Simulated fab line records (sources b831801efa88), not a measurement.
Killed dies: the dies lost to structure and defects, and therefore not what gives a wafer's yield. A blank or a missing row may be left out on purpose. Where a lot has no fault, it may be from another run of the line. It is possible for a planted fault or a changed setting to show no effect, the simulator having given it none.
fab line records	flow sky130
[record] lots = 6	wafers = 18	lastDay = 49
route steps=708 shown SD_N@344 SD_P@359 RES_XHIGH@360 PAD_OPEN@708
lots that met no fault: taken from a fault-free run of the same line
startH: the number of hours between the record's first day and the start of the first shown wafer of the lot	waitH: hours from the lot's prior step to this one	" unchanged from the row above	L1.1+2: a single row standing in for several wafers	- no value, or no start given	* or withheld: withheld	< > ~ a bound
route shown NAME@n: a module of which the file shows steps, and the number in the route of the first	usual: mean and standard deviation over wafers with no fault	same: alike in all rows	chamber/n: place in a boat	sites: the reading at each site	_std_site: standard deviation across them	_edge_site: inner sites' mean taken away from outer sites' mean	radiusMm: for every site, how far away it sits from the centre of the wafer	mask NAME#n: copy n	behind: tool/chamber where the wafer was last shaped	hold: the reason the lot was held/the length of the hold in hours/how it ended	device: the transistor (n, p or np) that didn't switch	end of line: the tests these same wafers got at the end of their route	a step given without rows: its recipe and nothing more	killed: dies lost to structure and defects at the first sort, not the wafer's yield	map: dies across one wafer; x = killed, . = not, _ = none there
set.NAME: the run value of the setting; set.NAME@STEP: its run value at that earlier step	model.NAME: the simulator's own value behind a step, which no gauge read
lots at some steps of the route; a table a step, a row a wafer
services: when a tool's chamber went out of use (startH, in hours from the record's first day, below 0 if earlier), for how many hours, and the reason
[[steps]]
[step SKY_SD_N_COAT_02]
[recipe] resist = NOVOLAK	spinRpm = 3000	resistThkNm = 1140
[step SKY_SD_N_SOFTBAKE_03]
[recipe] tempC = 90	timeS = 61.49	resist = NOVOLAK
[usual] plateSensorTCentreC = 90.758/0.011	plateSensorTEdgeC = 90.828/0.0092	resistLineTempC = 22.97/0.11
lot.wafer	tool	chamber	startH	waitH	plateSensorTCentreC	plateSensorTEdgeC	resistLineTempC
L358.2	lithoTrack-04	0	676.54	0.1	90.752	90.831	22.77
L358.5	"	0	"	"	90.761	90.819	22.75
L358.6	"	0	"	"	90.739	90.828	22.79
L363.1	lithoTrack-01	0	725.29	0.1	90.749	90.826	22.86
L363.2	"	0	"	"	90.767	90.820	22.95
L363.6	"	0	"	"	90.762	90.830	22.76
L365.1	lithoTrack-03	0	734.90	0.1	90.743	90.837	22.97
L365.2	"	0	"	"	90.772	90.828	23.02
L365.3	"	0	"	"	90.755	90.832	23.01
L366.3	lithoTrack-01	0	743.64	0.1	90.774	90.827	23.22
L366.4	"	0	"	"	90.760	90.827	23.07
L366.6	"	0	"	"	90.757	90.832	22.96
L368.1	lithoTrack-04	0	762.27	0.1	90.766	90.833	22.98
L368.3	"	0	"	"	90.756	90.817	23.13
L368.6	"	0	"	"	90.753	90.818	22.96
L373.3	lithoTrack-04	0	790.37	0.1	90.751	90.836	23.15
L373.5	"	0	"	"	90.756	90.831	23.14
L373.6	"	0	"	"	90.766	90.832	23.14
[step SKY_SD_N_EXPOSE_04]
[recipe] maskId = NSDM	na = 0.6	sourceShape = conventional	sigmaOuter = 0.6	polarization = unpolarized	targetCdNm = 380	doseMj = 141
[step SKY_SD_N_PEB_05]
[recipe] tempC = withheld	timeS = *	resist = NOVOLAK
[step SKY_SD_N_DEVELOP_06]
[recipe] resist = NOVOLAK	developer = TMAH	developTimeS = 60	devTempC = 23
[step SKY_SD_N_CD_MEAS_07]
[recipe] targetCdNm = 380
[usual] cdNm = 380.2/2.4
lot.wafer	tool	chamber	startH	waitH	cdNm
L358.2	cdSem-01	-	690.81	0.1	374.9
L358.5	"	-	"	"	374.6
L358.6	"	-	"	"	375.9
L363.1	cdSem-01	-	738.57	0.1	383.7
L363.2	"	-	"	"	381.6
L363.6	"	-	"	"	381.9
L365.1	cdSem-02	-	748.92	0.1	381.7
L365.2	"	-	"	"	381.4
L365.3	"	-	"	"	379.1
L366.3	cdSem-01	-	756.99	0.1	377.7
L366.4	"	-	"	"	378.9
L366.6	"	-	"	"	378.4
L368.1	cdSem-01	-	775.72	0.1	381.7
L368.3	"	-	"	"	380.1
L368.6	"	-	"	"	381.6
L373.3	cdSem-01	-	803.83	0.1	380.0
L373.5	"	-	"	"	380.6
L373.6	"	-	"	"	378.3
[step SKY_SD_N_OVL_MEAS_08]
[usual] SD_N_OVL = -1.8/1.3
lot.wafer	tool	chamber	startH	waitH	SD_N_OVL[nm]
L358.2	overlay-01	-	690.91	0.1	0.4
L358.5	"	-	"	"	-0.1
L358.6	"	-	"	"	-1.2
L363.1	overlay-02	-	738.69	0.1	-0.6
L363.2	"	-	"	"	-0.8
L363.6	"	-	"	"	-2.0
L365.1	overlay-02	-	749.04	0.1	-3.0
L365.2	"	-	"	"	-0.7
L365.3	"	-	"	"	-2.7
L366.3	overlay-01	-	757.08	0.1	-0.6
L366.4	"	-	"	"	-2.4
L366.6	"	-	"	"	-2.1
L368.1	overlay-01	-	775.84	0.1	-2.7
L368.3	"	-	"	"	-2.9
L368.6	"	-	"	"	-2.9
L373.3	overlay-02	-	803.92	0.1	-1.4
L373.5	"	-	"	"	-0.6
L373.6	"	-	"	"	-3.0
[step SKY_SD_N_IMPLANT_09]
[recipe] species = As	energyKev = 50	doseCm2 = 4e+15	tiltDeg = 0
[step SKY_SD_N_IMPLANT_10]
[recipe] species = P	energyKev = 20	doseCm2 = 1e+14	tiltDeg = 0
[step SKY_SD_N_STRIP_11]
[recipe] chemistry = O2/N2	powerW = 1400	pressureMtorr = 1500	platenTempC = withheld	o2FlowSccm = 3000	n2FlowSccm = 300	overashFraction = 0.5
[usual] drypumpMotorCurrentA = 5.6/0.31	oesProductAu = 0.527/0.0046	stripTimeToEndpointS = 22.54/0.045
lot.wafer	tool	chamber	startH	waitH	drypumpMotorCurrentA	oesProductAu	rfHoursCounterH	stripTimeToEndpointS
L358.2	plasmaAsher-03	1	691.24	0.1	5.9	0.526	91	22.56
L358.5	"	1	"	"	5.9	0.519	-	22.61
L358.6	"	0	"	"	5.1	0.525	-	22.62
L363.1	plasmaAsher-01	1	739.02	0.1	5.6	0.519	32	22.55
L363.2	"	0	"	"	5.7	0.529	32	22.57
L363.6	"	1	"	"	5.6	0.535	-	22.52
L365.1	plasmaAsher-03	0	749.37	0.1	5.1	0.532	97	22.53
L365.2	"	1	"	"	5.9	0.522	97	22.52
L365.3	"	1	"	"	5.9	0.528	-	22.50
L366.3	plasmaAsher-03	1	757.44	0.1	5.9	0.534	-	22.53
L366.4	"	0	"	"	5.1	0.526	-	22.57
L366.6	"	0	"	"	5.0	0.529	-	22.54
L368.1	plasmaAsher-03	0	776.18	0.1	5.0	0.528	99	22.46
L368.3	"	0	"	"	5.0	0.531	-	22.50
L368.6	"	1	"	"	5.9	0.533	-	22.49
L373.3	plasmaAsher-01	0	804.28	0.1	5.7	0.525	-	22.58
L373.5	"	1	"	"	5.6	0.520	-	22.56
L373.6	"	0	"	"	5.8	0.523	-	22.61
[step SKY_SD_N_TW_MEAS_12]
[usual] SD_N_TW = 3984/46
lot.wafer	tool	chamber	startH	waitH	SD_N_TW
L358.2	filmMetro-01	-	691.35	0.1	3983
L358.5	"	-	"	"	3989
L358.6	"	-	"	"	4024
L363.1	filmMetro-04	-	739.12	0.1	4026
L363.2	"	-	"	"	3998
L363.6	"	-	"	"	3999
L365.1	filmMetro-02	-	749.47	0.1	3898
L365.2	"	-	"	"	3902
L365.3	"	-	"	"	3898
L366.3	filmMetro-02	-	757.53	0.1	3910
L366.4	"	-	"	"	3930
L366.6	"	-	"	"	3901
L368.1	filmMetro-04	-	776.28	0.1	4011
L368.3	"	-	"	"	4010
L368.6	"	-	"	"	4008
L373.3	filmMetro-04	-	804.36	0.1	4058
L373.5	"	-	"	"	4043
L373.6	"	-	"	"	4065
[step SKY_SD_N_CLEAN_13]
[recipe] chemistry = SC1/SC2	mix = 1:4:20	tempC = 70	timeS = 150	dry = n2Spin
[step SKY_SD_N_RTA_14]
[recipe] tempC = 1075	timeS = 2	idleTempC = 650	rampUpCPerS = 150	rampDownCPerS = 90	ambient = N2
[usual] lampPowerPct = 15.72/0.049	wafer_temp_C_max = 1078.2/1.3
lot.wafer	tool	chamber	startH	waitH	lampPowerPct	wafer_temp_C_max
L358.2	rtpAnneal-01	0	691.46	0.0	15.71	1078.1
L358.5	"	0	"	"	15.71	1080.5
L358.6	"	0	"	"	15.71	1077.4
L363.1	rtpAnneal-02	0	739.23	0.0	15.81	1078.2
L363.2	"	0	"	"	15.71	1079.2
L363.6	"	0	"	"	15.73	1076.0
L365.1	rtpAnneal-02	0	749.58	0.0	15.68	1079.0
L365.2	"	0	"	"	15.74	1077.9
L365.3	"	0	"	"	15.77	1078.9
L366.3	rtpAnneal-01	0	757.64	0.0	15.69	1085.1
L366.4	"	0	"	"	15.79	1086.9
L366.6	"	0	"	"	15.80	1084.4
L368.1	rtpAnneal-01	0	776.39	0.0	15.77	1084.8
L368.3	"	0	"	"	15.77	1085.5
L368.6	"	0	"	"	15.76	1084.2
L373.3	rtpAnneal-02	0	804.47	0.0	15.71	1078.4
L373.5	"	0	"	"	15.69	1078.7
L373.6	"	0	"	"	15.70	1080.4
[step SKY_SD_N_RS_MEAS_16]
[recipe] thkMeasGauge = four-point-probe
[usual] SD_N_RS = 68.45/0.13
lot.wafer	tool	chamber	startH	waitH	SD_N_RS[ohm/sq]
L358.2	filmMetro-01	-	691.65	0.1	68.54
L358.5	"	-	"	"	68.47
L358.6	"	-	"	"	68.34
L363.1	filmMetro-04	-	739.41	0.1	68.54
L363.2	"	-	"	"	68.23
L363.6	"	-	"	"	68.43
L365.1	filmMetro-01	-	749.76	0.1	68.47
L365.2	"	-	"	"	68.32
L365.3	"	-	"	"	68.41
L366.3	filmMetro-01	-	757.83	0.1	67.24
L366.4	"	-	"	"	67.17
L366.6	"	-	"	"	67.18
L368.1	filmMetro-02	-	776.56	0.1	67.48
L368.3	"	-	"	"	67.45
L368.6	"	-	"	"	67.34
L373.3	filmMetro-01	-	804.67	0.1	68.39
L373.5	"	-	"	"	68.27
L373.6	"	-	"	"	68.29
[step SKY_SD_N_RS_MEAS_17]
[recipe] thkMeasGauge = four-point-probe
[usual] SD_P_RS = 146.9/0.44
lot.wafer	tool	chamber	startH	waitH	SD_P_RS[ohm/sq]
L358.2	filmMetro-01	-	691.77	0.1	147.2
L358.5	"	-	"	"	147.1
L358.6	"	-	"	"	147.0
L363.1	filmMetro-04	-	739.53	0.1	147.2
L363.2	"	-	"	"	146.4
L363.6	"	-	"	"	146.4
L365.1	filmMetro-01	-	749.88	0.1	146.9
L365.2	"	-	"	"	146.9
L365.3	"	-	"	"	146.7
L366.3	filmMetro-01	-	757.95	0.1	140.2
L366.4	"	-	"	"	140.4
L366.6	"	-	"	"	140.1
L368.1	filmMetro-02	-	776.68	0.1	140.9
L368.3	"	-	"	"	141.6
L368.6	"	-	"	"	140.9
L373.3	filmMetro-01	-	804.79	0.1	146.4
L373.5	"	-	"	"	146.6
L373.6	"	-	"	"	146.1
[step SKY_SD_N_RS_MEAS_18]
[recipe] thkMeasGauge = four-point-probe
[usual] RES_XHIGH_RS = 332.9/1.3
lot.wafer	tool	chamber	startH	waitH	RES_XHIGH_RS[ohm/sq]
L358.2	filmMetro-01	-	691.89	0.1	335.2
L358.5	"	-	"	"	335.7
L358.6	"	-	"	"	335.4
L363.1	filmMetro-04	-	739.65	0.1	333.2
L363.2	"	-	"	"	333.3
L363.6	"	-	"	"	332.9
L365.1	filmMetro-01	-	750.00	0.1	335.9
L365.2	"	-	"	"	336.1
L365.3	"	-	"	"	336.1
L366.3	filmMetro-01	-	758.07	0.1	332.2
L366.4	"	-	"	"	331.4
L366.6	"	-	"	"	332.1
L368.1	filmMetro-02	-	776.80	0.1	331.7
L368.3	"	-	"	"	331.1
L368.6	"	-	"	"	332.5
L373.3	filmMetro-01	-	804.91	0.1	332.7
L373.5	"	-	"	"	333.7
L373.6	"	-	"	"	334.0
[step SKY_PAD_OPEN_PROBE_99]
[usual] killed_at_M0_to_M3 = 45/7.1	killed_at_M4_up = 3.0/1.8	killedAtContacts = 24/5.4	killedAtFrontEnd = 16/4.9	killedAtOther = 0.3/0.63	killedDies = 88/11	killedOpen = 47/7.4	killedShort = 40/7
[same] grossDies = 492	killedAtBackSide = 0
lot.wafer	tool	chamber	startH	waitH	killed_at_M0_to_M3	killed_at_M4_up	killedAtContacts	killedAtFrontEnd	killedAtOther	killedDies	killedOpen	killedShort	model.etest.resXhighPo.lineOhmUm	model.etest.resXhighPo.rsOhmSq	model.etest.resPdiff.lineOhmUm	model.etest.resHighPo.lineOhmUm	model.etest.liconHighPo.rcOhm	model.etest.resHighPo.rsOhmSq	model.etest.resPdiffHv.rsOhmSq	model.etest.resPdiff.rsOhmSq
L363.1	prober-01	-	1140.02	0.1	53	4	40	13	1	111	60	51	5998	2080	1372	767.8	359.7	265.6	193.9	198.1
L363.2	prober-01	-	1140.07	0.1	49	0	22	29	0	100	55	45	5982	2073	1381	761.6	349.9	265.6	193.5	197.9
L363.6	prober-01	-	1140.27	0.2	49	3	20	17	0	89	56	33	5835	2082	1358	757.5	350.8	263.2	193.5	196.9
L365.1	prober-01	-	1150.35	0.1	47	2	22	23	1	95	46	49	6048	2121	1378	737.3	363.6	266	193.6	198.9
L365.2	prober-01	-	1150.40	0.1	41	4	23	16	0	84	50	34	6182	2148	1416	768.5	343.9	266.2	194.7	200.9
L365.3	prober-01	-	1150.45	0.2	46	5	23	17	0	91	46	44	6024	2124	1389	757.7	361.2	267.7	192.5	199.8
L366.3	prober-02	-	1155.10	0.2	43	3	18	14	0	78	47	31	5086	1779	1343	681.1	305.8	240.8	187.7	193.2
L366.4	prober-02	-	1155.15	0.2	30	2	19	20	1	72	32	40	5275	1832	1296	696.1	311.3	243.5	188.8	193.9
L366.6	prober-02	-	1155.25	0.2	57	0	15	17	0	89	38	51	5328	1891	1335	712.7	322.4	248.6	186.9	190.1
L368.1	prober-02	-	1167.21	0.1	57	3	22	17	2	101	49	50	5198	1800	1362	709.2	306.6	247.8	184.7	192.1
L368.3	prober-02	-	1167.31	0.2	39	5	27	18	0	89	57	32	5097	1761	1338	702.3	319.8	246.2	186.9	191.1
L368.6	prober-02	-	1167.46	0.2	49	0	27	19	2	97	53	43	5142	1821	1338	695.4	307.6	246.6	182.3	190.6
L373.3	prober-01	-	1184.79	0.2	48	3	31	8	0	90	46	44	5936	2082	1345	764.8	353.8	267	188.2	193.9
L373.5	prober-01	-	1184.89	0.2	37	2	20	11	1	71	37	34	5636	1999	1344	735.9	347.5	260	187.8	194
L373.6	prober-01	-	1184.94	0.2	49	2	25	10	1	87	46	41	5757	2035	1340	745.4	362.1	256.9	188.4	196.2
// killed by level:class
L363.1 CONTACT:geometricParticle:open=16 VIA1:geometricParticle:open=15 CONTACT:geometricParticle:short=8 VIA3:geometricParticle:open=8 LOCAL_INTERCONNECT:geometricParticle:short=7 METAL2:geometricParticle:short=6 VIA2:geometricParticle:open=6 METAL3:geometricParticle:short=6
L363.2 VIA1:geometricParticle:open=16 FIELD_ISO:geometricParticle:short=12 VIA3:geometricParticle:open=7 LI_CONTACT:geometricParticle:open=7 CONTACT:geometricParticle:open=7 FIELD_ISO:geometricParticle:open=6 POLY_GATE:geometricParticle:short=6 METAL1:geometricParticle:short=5
L363.6 VIA1:geometricParticle:open=16 CONTACT:geometricParticle:open=11 VIA3:geometricParticle:open=9 FIELD_ISO:geometricParticle:short=6 VIA2:geometricParticle:open=6 VIA1:geometricParticle:short=5 METAL2:geometricParticle:short=4 CONTACT:geometricParticle:short=3
L365.1 METAL1:geometricParticle:short=10 POLY_GATE:geometricParticle:open=9 CONTACT:geometricParticle:open=7 CONTACT:geometricParticle:short=7 LI_CONTACT:geometricParticle:open=6 VIA2:geometricParticle:open=6 VIA1:geometricParticle:short=6 VIA1:geometricParticle:open=6
L365.2 VIA2:geometricParticle:open=10 CONTACT:geometricParticle:open=9 VIA1:geometricParticle:short=8 FIELD_ISO:geometricParticle:open=7 LI_CONTACT:geometricParticle:open=7 VIA1:geometricParticle:open=6 VIA2:geometricParticle:short=4 METAL1:geometricParticle:short=4
L365.3 VIA1:geometricParticle:open=11 CONTACT:geometricParticle:open=8 VIA2:geometricParticle:open=8 LI_CONTACT:geometricParticle:open=7 METAL1:geometricParticle:short=7 FIELD_ISO:geometricParticle:short=5 POLY_GATE:geometricParticle:short=5 METAL4:geometricParticle:short=5
L366.3 VIA1:geometricParticle:open=11 METAL1:geometricParticle:short=8 POLY_GATE:geometricParticle:open=7 CONTACT:geometricParticle:open=7 METAL2:geometricParticle:short=6 VIA2:geometricParticle:open=5 LOCAL_INTERCONNECT:geometricParticle:short=4 METAL1:geometricParticle:open=4
L366.4 CONTACT:geometricParticle:open=8 POLY_GATE:geometricParticle:short=6 METAL1:geometricParticle:short=6 FIELD_ISO:geometricParticle:open=5 FIELD_ISO:geometricParticle:short=5 VIA3:geometricParticle:short=5 METAL2:geometricParticle:short=5 VIA2:geometricParticle:open=5
L366.6 VIA1:geometricParticle:open=13 METAL1:geometricParticle:short=9 METAL2:geometricParticle:short=8 VIA1:geometricParticle:short=6 POLY_GATE:geometricParticle:short=5 LI_CONTACT:geometricParticle:short=5 VIA2:geometricParticle:open=5 FIELD_ISO:geometricParticle:open=4
L368.1 VIA3:geometricParticle:open=15 VIA1:geometricParticle:short=9 VIA1:geometricParticle:open=8 METAL1:geometricParticle:short=8 CONTACT:geometricParticle:open=7 VIA2:geometricParticle:short=7 CONTACT:geometricParticle:short=6 POLY_GATE:geometricParticle:short=5
L368.3 VIA1:geometricParticle:open=10 LI_CONTACT:geometricParticle:open=9 VIA3:geometricParticle:open=9 CONTACT:geometricParticle:open=8 POLY_GATE:geometricParticle:short=6 POLY_GATE:geometricParticle:open=6 LOCAL_INTERCONNECT:geometricParticle:short=6 METAL1:geometricParticle:short=6
L368.6 CONTACT:geometricParticle:open=10 LI_CONTACT:geometricParticle:open=8 METAL1:geometricParticle:short=8 CONTACT:geometricParticle:short=7 VIA3:geometricParticle:open=7 VIA1:geometricParticle:open=7 VIA2:geometricParticle:open=7 POLY_GATE:geometricParticle:open=6
L373.3 CONTACT:geometricParticle:open=13 VIA2:geometricParticle:open=8 METAL2:geometricParticle:short=7 LI_CONTACT:geometricParticle:short=6 METAL1:geometricParticle:short=6 VIA3:geometricParticle:open=6 LI_CONTACT:geometricParticle:open=5 VIA1:geometricParticle:open=5
L373.5 VIA2:geometricParticle:open=9 CONTACT:geometricParticle:open=7 VIA3:geometricParticle:open=7 CONTACT:geometricParticle:short=6 LI_CONTACT:geometricParticle:open=5 POLY_GATE:geometricParticle:short=4 METAL3:geometricParticle:short=4 METAL1:geometricParticle:short=4
L373.6 VIA2:geometricParticle:open=10 VIA3:geometricParticle:open=10 CONTACT:geometricParticle:open=8 METAL1:geometricParticle:short=7 LI_CONTACT:geometricParticle:open=6 LOCAL_INTERCONNECT:geometricParticle:short=6 METAL2:geometricParticle:short=6 VIA1:geometricParticle:open=5
[[services]]
tool	chamber	startH	hours	kind
plasmaAsher-01	-	663.76	3.3	repair
lithoTrack-04	-	711.56	-	consumableReplace:filter
lithoTrack-01	-	741.27	-	consumableReplace:filter
plasmaAsher-03	-	752.68	1.3	repair
rtpAnneal-01	-	763.68	12.4	pm
[[key]]
[firstSign] step = SKY_SD_N_RTA_14	reading = wafer_temp_C_max	direction = up	sigmas = 5.2	usual = *	struck = *
[effect] step = SKY_SD_N_RS_MEAS_16	reading = SD_N_RS	direction = down	sigmas = 8.5	usual = 68.45	struck = 67.31
[effect] step = SKY_SD_N_RS_MEAS_17	reading = SD_P_RS	direction = down	sigmas = 14	usual = 146.9	struck = 140.7
[modelEffect] step = SKY_PAD_OPEN_PROBE_99	value = etest.resXhighPo.lineOhmUm	without = 5542	struck = 5188
metAt SKY_SD_N_RTA_14
struckWafers L366.3,L366.4,L366.6,L368.1,L368.3,L368.6
testerLeftOut L366,L368
onsetBetween 691.46 757.64
[fault] kind = processParameterDrift	tool = rtpAnneal-01	chamber = -	onsetH = 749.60	steps = SKY_SD_N_RTA_14	channel = tempC	offset = *	shape = step	endH = 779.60	actsIn = *	stated = *
// testerLeftOut: of these lots the tester's yield and bins aren't shown, on N5 and GAA mostly nor the transistor test; their killed dies are dies lost to structure and defects alone, not to doping, threshold or leakage, so they don't give the yield
